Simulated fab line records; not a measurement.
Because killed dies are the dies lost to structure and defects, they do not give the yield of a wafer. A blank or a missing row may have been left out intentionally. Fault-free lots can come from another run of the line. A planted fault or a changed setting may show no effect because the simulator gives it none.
The tool behind it: which one? || flow gf180mcu || 12 lots with 36 wafers sampled at 3 steps, on a route of 602 steps

## WHAT EACH GAUGE READ, for each wafer
GF_M2_CD_MEAS_14 targets a cd of 280 nm. Usual: cd nm at 279.9 nm, with a standard deviation of 1.2.
{"lot": "L813", "measured": "day 22 03:34", "on": "cd sem-01", "cd nm (nm)": "281.0 280.8 282.1", "flag": ""}
{"lot": "L814", "measured": "day 22 12:29", "on": "cd sem-01", "cd nm (nm)": "279.6 279.9 279.9", "flag": ""}
{"lot": "L815", "measured": "day 22 16:22", "on": "cd sem-01", "cd nm (nm)": "281.5 281.7 281.0", "flag": ""}
{"lot": "L819", "measured": "day 24 07:33", "on": "cd sem-01", "cd nm (nm)": "279.5 279.2 280.2", "flag": ""}
{"lot": "L820", "measured": "day 24 13:14", "on": "cd sem-02", "cd nm (nm)": "278.3 279.3 279.6", "flag": ""}
{"lot": "L821", "measured": "day 24 22:07", "on": "cd sem-02", "cd nm (nm)": "280.3 281.0 280.9", "flag": ""}
{"lot": "L822", "measured": "day 25 04:25", "on": "cd sem-02", "cd nm (nm)": "281.4 281.4 280.4", "flag": ""}
{"lot": "L823", "measured": "day 25 09:49", "on": "cd sem-01", "cd nm (nm)": "278.5 278.0 278.3", "flag": ""}
{"lot": "L824", "measured": "day 25 17:07", "on": "cd sem-01", "cd nm (nm)": "279.4 279.4 279.8", "flag": ""}
{"lot": "L831", "measured": "day 27 14:52", "on": "cd sem-01", "cd nm (nm)": "279.6 278.9 279.1", "flag": ""}
{"lot": "L833", "measured": "day 28 08:25", "on": "cd sem-02", "cd nm (nm)": "277.5 278.8 276.9", "flag": ""}
{"lot": "L834", "measured": "day 28 13:18", "on": "cd sem-01", "cd nm (nm)": "279.8 280.4 279.1", "flag": ""}

## WHICH TOOL RAN EACH LOT (tool, then ch and the chambers of the sampled wafers, then the start)
{"lot": "L813", "GF_DUAL_GATE_OXIDATION_15": "furnace-02 ch 0, day 9 21:59", "GF_CONTACT_CMP_27": "cmp-02 ch 0,2, day 18 19:44"}
{"lot": "L814", "GF_DUAL_GATE_OXIDATION_15": "furnace-02 ch 0, day 10 05:31", "GF_CONTACT_CMP_27": "cmp-01 ch 0,1,2, day 19 05:16"}
{"lot": "L815", "GF_DUAL_GATE_OXIDATION_15": "furnace-01 ch 0, day 10 13:05", "GF_CONTACT_CMP_27": "cmp-01 ch 0,2,3, day 19 09:25"}
{"lot": "L819", "GF_DUAL_GATE_OXIDATION_15": "furnace-02 ch 0, day 11 19:47", "GF_CONTACT_CMP_27": "cmp-02 ch 2,3, day 21 02:16"}
{"lot": "L820", "GF_DUAL_GATE_OXIDATION_15": "furnace-02 ch 0, day 12 02:46", "GF_CONTACT_CMP_27": "cmp-01 ch 0,2, day 21 08:52"}
{"lot": "L821", "GF_DUAL_GATE_OXIDATION_15": "furnace-02 ch 0, day 12 11:20", "GF_CONTACT_CMP_27": "cmp-02 ch 0,1,2, day 21 19:16"}
{"lot": "L822", "GF_DUAL_GATE_OXIDATION_15": "furnace-02 ch 0, day 12 15:25", "GF_CONTACT_CMP_27": "cmp-02 ch 0,1, day 22 00:19"}
{"lot": "L823", "GF_DUAL_GATE_OXIDATION_15": "furnace-02 ch 0, day 12 20:56", "GF_CONTACT_CMP_27": "cmp-01 ch 0,1,3, day 22 07:03"}
{"lot": "L824", "GF_DUAL_GATE_OXIDATION_15": "furnace-02 ch 0, day 13 04:15", "GF_CONTACT_CMP_27": "cmp-02 ch 0,2,3, day 22 15:28"}
{"lot": "L831", "GF_DUAL_GATE_OXIDATION_15": "furnace-01 ch 0, day 15 03:49", "GF_CONTACT_CMP_27": "cmp-02 ch 0,2,3, day 24 17:52"}
{"lot": "L833", "GF_DUAL_GATE_OXIDATION_15": "furnace-01 ch 0, day 15 17:37", "GF_CONTACT_CMP_27": "cmp-01 ch 0,2, day 25 10:54"}
{"lot": "L834", "GF_DUAL_GATE_OXIDATION_15": "furnace-02 ch 0, day 15 22:44", "GF_CONTACT_CMP_27": "cmp-01 ch 0,2, day 25 15:46"}
- GF_DUAL_GATE_OXIDATION_15: stabilise 600 s, purge 300 s, target thk 7.098 nm.
- GF_CONTACT_CMP_27: polishes, stops on SiO2, t overpolish 15 s, target thk 0 nm.

## WHAT THE TOOLS THEMSELVES READ (means of the sampled wafers that have a number; where no wafer has one, the mark that the record gives instead)
GF_DUAL_GATE_OXIDATION_15. Usual: spike tc bottom C 864.4 C, standard deviation 1.4; spike tc centre C 850.4 C, standard deviation 1; spike tc lower C 851.1 C, standard deviation 1.1; spike tc top C 863.0 C, standard deviation 2.4; spike tc upper C 850.4 C, standard deviation 0.97; tube center temp C 849.99 C, standard deviation 0.079; tube_center_temp_C_max 852.1, standard deviation 0.35; zone power bottom pct 24.5 %, standard deviation 0.33; zone power centre pct 17.9 %, standard deviation 0.43; zone power upper pct 15.23 %, standard deviation 0.17.
{"lot": "L813", "tool": "furnace-02", "spike tc bottom C (C)": 865.4, "spike tc centre C (C)": 851.2, "spike tc lower C (C)": 851.0, "spike tc top C (C)": 862.2, "spike tc upper C (C)": 850.1, "tube center temp C (C)": 849.91, "tube_center_temp_C_max": 851.7, "zone power bottom pct (%)": 24.5, "zone power centre pct (%)": 17.7, "zone power upper pct (%)": 15.18, "flag": ""}
{"lot": "L814", "tool": "furnace-02", "spike tc bottom C (C)": 865.1, "spike tc centre C (C)": 851.5, "spike tc lower C (C)": 850.7, "spike tc top C (C)": 861.9, "spike tc upper C (C)": 850.0, "tube center temp C (C)": 849.95, "tube_center_temp_C_max": 852.0, "zone power bottom pct (%)": 24.5, "zone power centre pct (%)": 17.7, "zone power upper pct (%)": 15.14, "flag": ""}
{"lot": "L815", "tool": "furnace-01", "spike tc bottom C (C)": 863.6, "spike tc centre C (C)": 850.0, "spike tc lower C (C)": 850.3, "spike tc top C (C)": 865.8, "spike tc upper C (C)": 851.1, "tube center temp C (C)": 850.00, "tube_center_temp_C_max": 852.1, "zone power bottom pct (%)": 24.4, "zone power centre pct (%)": 18.3, "zone power upper pct (%)": 15.36, "flag": ""}
{"lot": "L819", "tool": "furnace-02", "spike tc bottom C (C)": 865.3, "spike tc centre C (C)": 850.5, "spike tc lower C (C)": 852.5, "spike tc top C (C)": 860.3, "spike tc upper C (C)": 850.2, "tube center temp C (C)": 849.93, "tube_center_temp_C_max": 852.1, "zone power bottom pct (%)": 24.6, "zone power centre pct (%)": 17.8, "zone power upper pct (%)": 15.15, "flag": ""}
{"lot": "L820", "tool": "furnace-02", "spike tc bottom C (C)": 865.3, "spike tc centre C (C)": 850.3, "spike tc lower C (C)": 851.0, "spike tc top C (C)": 861.3, "spike tc upper C (C)": 850.4, "tube center temp C (C)": 849.99, "tube_center_temp_C_max": 852.8, "zone power bottom pct (%)": 24.2, "zone power centre pct (%)": 17.7, "zone power upper pct (%)": 15.32, "flag": ""}
{"lot": "L821", "tool": "furnace-02", "spike tc bottom C (C)": 864.6, "spike tc centre C (C)": 850.0, "spike tc lower C (C)": 851.1, "spike tc top C (C)": 861.7, "spike tc upper C (C)": 850.8, "tube center temp C (C)": 849.92, "tube_center_temp_C_max": 852.0, "zone power bottom pct (%)": 24.6, "zone power centre pct (%)": 17.7, "zone power upper pct (%)": 15.16, "flag": ""}
{"lot": "L822", "tool": "furnace-02", "spike tc bottom C (C)": 897.9, "spike tc centre C (C)": 884.0, "spike tc lower C (C)": 884.6, "spike tc top C (C)": 894.1, "spike tc upper C (C)": 882.7, "tube center temp C (C)": 882.72, "tube_center_temp_C_max": 884.8, "zone power bottom pct (%)": 25.9, "zone power centre pct (%)": 19.0, "zone power upper pct (%)": 16.37, "flag": "OFF"}
{"lot": "L823", "tool": "furnace-02", "spike tc bottom C (C)": 897.7, "spike tc centre C (C)": 884.2, "spike tc lower C (C)": 885.8, "spike tc top C (C)": 892.9, "spike tc upper C (C)": 883.5, "tube center temp C (C)": 882.77, "tube_center_temp_C_max": 884.8, "zone power bottom pct (%)": 26.5, "zone power centre pct (%)": 18.9, "zone power upper pct (%)": 16.40, "flag": "OFF"}
{"lot": "L824", "tool": "furnace-02", "spike tc bottom C (C)": 897.5, "spike tc centre C (C)": 883.3, "spike tc lower C (C)": 883.4, "spike tc top C (C)": 891.8, "spike tc upper C (C)": 882.8, "tube center temp C (C)": 882.77, "tube_center_temp_C_max": 885.1, "zone power bottom pct (%)": 26.6, "zone power centre pct (%)": 19.0, "zone power upper pct (%)": 16.33, "flag": "OFF"}
{"lot": "L831", "tool": "furnace-01", "spike tc bottom C (C)": 862.9, "spike tc centre C (C)": 848.6, "spike tc lower C (C)": 850.1, "spike tc top C (C)": 865.1, "spike tc upper C (C)": 851.2, "tube center temp C (C)": 849.96, "tube_center_temp_C_max": 852.5, "zone power bottom pct (%)": 24.8, "zone power centre pct (%)": 18.4, "zone power upper pct (%)": 15.22, "flag": ""}
{"lot": "L833", "tool": "furnace-01", "spike tc bottom C (C)": 862.7, "spike tc centre C (C)": 849.9, "spike tc lower C (C)": 850.4, "spike tc top C (C)": 865.2, "spike tc upper C (C)": 850.5, "tube center temp C (C)": 849.91, "tube_center_temp_C_max": 852.0, "zone power bottom pct (%)": 25.0, "zone power centre pct (%)": 18.5, "zone power upper pct (%)": 15.44, "flag": ""}
{"lot": "L834", "tool": "furnace-02", "spike tc bottom C (C)": 865.0, "spike tc centre C (C)": 851.2, "spike tc lower C (C)": 851.8, "spike tc top C (C)": 861.3, "spike tc upper C (C)": 850.4, "tube center temp C (C)": 850.01, "tube_center_temp_C_max": 852.3, "zone power bottom pct (%)": 24.3, "zone power centre pct (%)": 17.8, "zone power upper pct (%)": 15.15, "flag": ""}

GF_CONTACT_CMP_27. Usual: motor current A 10.7 A, standard deviation 1.2; overpolish run s 15.000 s, standard deviation 0.0089; time to endpoint s 75 s, standard deviation 3.7.
{"lot": "L813", "tool": "cmp-02", "motor current A (A)": 11.3, "overpolish run s (s)": 15.000, "time to endpoint s (s)": 75, "flag": ""}
{"lot": "L814", "tool": "cmp-01", "motor current A (A)": 10.5, "overpolish run s (s)": 15.004, "time to endpoint s (s)": 76, "flag": ""}
{"lot": "L815", "tool": "cmp-01", "motor current A (A)": 10.1, "overpolish run s (s)": 14.993, "time to endpoint s (s)": 75, "flag": ""}
{"lot": "L819", "tool": "cmp-02", "motor current A (A)": 10.7, "overpolish run s (s)": 15.004, "time to endpoint s (s)": 75, "flag": ""}
{"lot": "L820", "tool": "cmp-01", "motor current A (A)": 10.0, "overpolish run s (s)": 14.998, "time to endpoint s (s)": 69, "flag": ""}
{"lot": "L821", "tool": "cmp-02", "motor current A (A)": 11.5, "overpolish run s (s)": 14.997, "time to endpoint s (s)": 76, "flag": ""}
{"lot": "L822", "tool": "cmp-02", "motor current A (A)": 11.9, "overpolish run s (s)": 14.995, "time to endpoint s (s)": 73, "flag": ""}
{"lot": "L823", "tool": "cmp-01", "motor current A (A)": 10.0, "overpolish run s (s)": 15.003, "time to endpoint s (s)": 71, "flag": ""}
{"lot": "L824", "tool": "cmp-02", "motor current A (A)": 11.0, "overpolish run s (s)": 14.999, "time to endpoint s (s)": 72, "flag": ""}
{"lot": "L831", "tool": "cmp-02", "motor current A (A)": 10.6, "overpolish run s (s)": 14.999, "time to endpoint s (s)": 76, "flag": ""}
{"lot": "L833", "tool": "cmp-01", "motor current A (A)": 10.7, "overpolish run s (s)": 15.000, "time to endpoint s (s)": 72, "flag": ""}
{"lot": "L834", "tool": "cmp-01", "motor current A (A)": 10.8, "overpolish run s (s)": 15.007, "time to endpoint s (s)": 71, "flag": ""}

## THE ANSWER, worked out from the rows above alone
Rule: take the mean of a lot's wafers that have a number; if it is more than 3 standard deviations from the usual mean, the lot is off. Also off: a lot with no number at a reading for which 4 or more lots have one. The other lots that the step has rows for count as sound. First the gauges in route order, then the tools' own readings, where a lot's mean is used as printed above. The first step at which some lot is off is used, and at that step the reading that is off furthest; a lot without a number counts as furthest.
Off: L822, L823, L824 (GF_DUAL_GATE_OXIDATION_15, tube center temp C).
If a tool, at that step or one of the process steps before it, ran each lot that is off and ran no sound lot following the first of them, it fits. None of those tried fits.

## WHAT THE SIMULATOR PUT IN
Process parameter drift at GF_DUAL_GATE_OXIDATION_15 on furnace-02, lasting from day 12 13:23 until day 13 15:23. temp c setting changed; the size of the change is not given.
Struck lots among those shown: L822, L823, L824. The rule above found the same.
